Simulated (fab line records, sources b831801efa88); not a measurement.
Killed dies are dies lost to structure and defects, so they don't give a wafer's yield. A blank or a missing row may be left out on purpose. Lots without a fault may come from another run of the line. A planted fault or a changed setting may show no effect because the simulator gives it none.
Tool commonality check | flow sky130 | 10 lots, 30 wafers sampled

WHY IT WAS OPENED
At SKY_VIA2_RS_MEAS_22 the reading VIA2_W_RS is flagged on 2 of 10 lots. Wafers without a fault read 0.276 ohm/sq, standard deviation 0.0035.
Rule: a lot is flagged when every wafer of it that has a number lies more than 4 standard deviations from that mean, or none has a number. The other lots count as sound.

lot  | measured     | on            | VIA2_W_RS (ohm/sq), wafer by wafer | flag
L285 | day 36 20:30 | film_metro-03 | 0.288 0.281 0.280                  |
L291 | day 38 19:04 | film_metro-03 | 0.281 0.278 0.279                  |
L292 | day 39 06:09 | film_metro-03 | 0.271 0.277 0.273                  |
L293 | day 39 10:41 | film_metro-02 | 0.274 0.272 0.274                  |
L294 | day 39 17:37 | film_metro-02 | 0.241 0.243 0.243                  | FLAGGED
L296 | day 40 09:08 | film_metro-03 | 0.246 0.245 0.244                  | FLAGGED
L299 | day 41 08:07 | film_metro-03 | 0.268 0.275 0.265                  |
L304 | day 42 13:45 | film_metro-03 | 0.274 0.275 0.276                  |
L305 | day 43 00:23 | film_metro-01 | 0.274 0.273 0.275                  |
L306 | day 43 04:08 | film_metro-01 | 0.271 0.267 0.273                  |
The numbers of the flagged lots are 0.244 ohm/sq on average: -0.032 ohm/sq against the usual, or -9 standard deviations.

WHICH TOOL RAN EACH LOT
The record holds 3 process steps before the reading, out of a route of 708 steps. In each cell: the tool, then ch and the chambers that the sampled wafers went through, then the start.
lot  | flag    | SKY_VIA2_CMP_02               | SKY_VIA2_ETCH_14                   | SKY_VIA2_CVD_21
L285 |         | cmp-02 ch 1,2, day 35 17:44   | rie_diel-04 ch 1,2,3, day 36 19:29 | cvd_w-02 ch 0,1, day 36 20:23
L291 |         | cmp-01 ch 0,1,2, day 37 15:58 | rie_diel-02 ch 2,3, day 38 18:10   | cvd_w-02 ch 0,1, day 38 18:56
L292 |         | cmp-02 ch 1,2,3, day 38 03:38 | rie_diel-04 ch 0,1,3, day 39 05:13 | cvd_w-01 ch 0,1, day 39 06:01
L293 |         | cmp-02 ch 0,1,2, day 38 08:23 | rie_diel-02 ch 0,2, day 39 09:47   | cvd_w-02 ch 0, day 39 10:32
L294 | FLAGGED | cmp-01 ch 0,1,2, day 38 16:11 | rie_diel-04 ch 0,1,3, day 39 16:43 | cvd_w-02 ch 0,1, day 39 17:29
L296 | FLAGGED | cmp-02 ch 0,1,2, day 39 06:35 | rie_diel-02 ch 1,2,3, day 40 07:52 | cvd_w-02 ch 0,1, day 40 09:01
L299 |         | cmp-01 ch 0,1,2, day 40 06:13 | rie_diel-01 ch 1,3, day 41 07:13   | cvd_w-01 ch 0,1, day 41 07:59
L304 |         | cmp-02 ch 0,1,2, day 41 13:04 | rie_diel-01 ch 0,1,2, day 42 12:49 | cvd_w-02 ch 0,1, day 42 13:37
L305 |         | cmp-01 ch 0,1,3, day 41 23:25 | rie_diel-02 ch 0,1,2, day 42 23:25 | cvd_w-02 ch 0,1, day 43 00:15
L306 |         | cmp-02 ch 0,2,3, day 42 04:04 | rie_diel-02 ch 0,1,3, day 43 03:13 | cvd_w-01 ch 0,1, day 43 03:59
What these steps do:
- SKY_VIA2_CMP_02: polishes SiO2.
- SKY_VIA2_ETCH_14: etches BARC in N2/H2, stops on SiO2, time 45.9 s, target depth 60 nm.
- SKY_VIA2_CVD_21: deposits W, target thk 420 nm, time 126.4 s.
- SKY_VIA2_RS_MEAS_22: measures by four-point-probe.

FLAGGED OVER TOTAL, TOOL BY TOOL (the gauges that took the reading come last)
step                | tool          | lots run | flagged | share of the flagged lots | sound lots run after its first flagged lot
SKY_VIA2_CMP_02     | cmp-01        | 4        | 1       | some                      | 2 (L299,L305)
SKY_VIA2_CMP_02     | cmp-02        | 6        | 1       | some                      | 2 (L304,L306)
SKY_VIA2_ETCH_14    | rie_diel-01   | 2        | 0       | none                      | -
SKY_VIA2_ETCH_14    | rie_diel-02   | 5        | 1       | some                      | 2 (L305,L306)
SKY_VIA2_ETCH_14    | rie_diel-04   | 3        | 1       | some                      | 0
SKY_VIA2_CVD_21     | cvd_w-01      | 3        | 0       | none                      | -
SKY_VIA2_CVD_21     | cvd_w-02      | 7        | 2       | all                       | 2 (L304,L305)
SKY_VIA2_RS_MEAS_22 | film_metro-01 | 2        | 0       | none                      | -
SKY_VIA2_RS_MEAS_22 | film_metro-02 | 2        | 1       | some                      | 0
SKY_VIA2_RS_MEAS_22 | film_metro-03 | 6        | 1       | some                      | 2 (L299,L304)

WHAT THE TABLE ALLOWS
1 row of the table ran every flagged lot: cvd_w-02 at SKY_VIA2_CVD_21.
- cvd_w-02 at SKY_VIA2_CVD_21: 2 of its 7 lots flagged. Sound lots ran on it after the first flagged one (L304, L305), which a lasting fault on the whole tool wouldn't allow. Its own readings lie more than 4 standard deviations out on every wafer of the flagged lots: susceptor_temp_C.
No row of the table ran every flagged lot and no sound lot after the first.

WHAT THE SIMULATOR HAD PUT IN
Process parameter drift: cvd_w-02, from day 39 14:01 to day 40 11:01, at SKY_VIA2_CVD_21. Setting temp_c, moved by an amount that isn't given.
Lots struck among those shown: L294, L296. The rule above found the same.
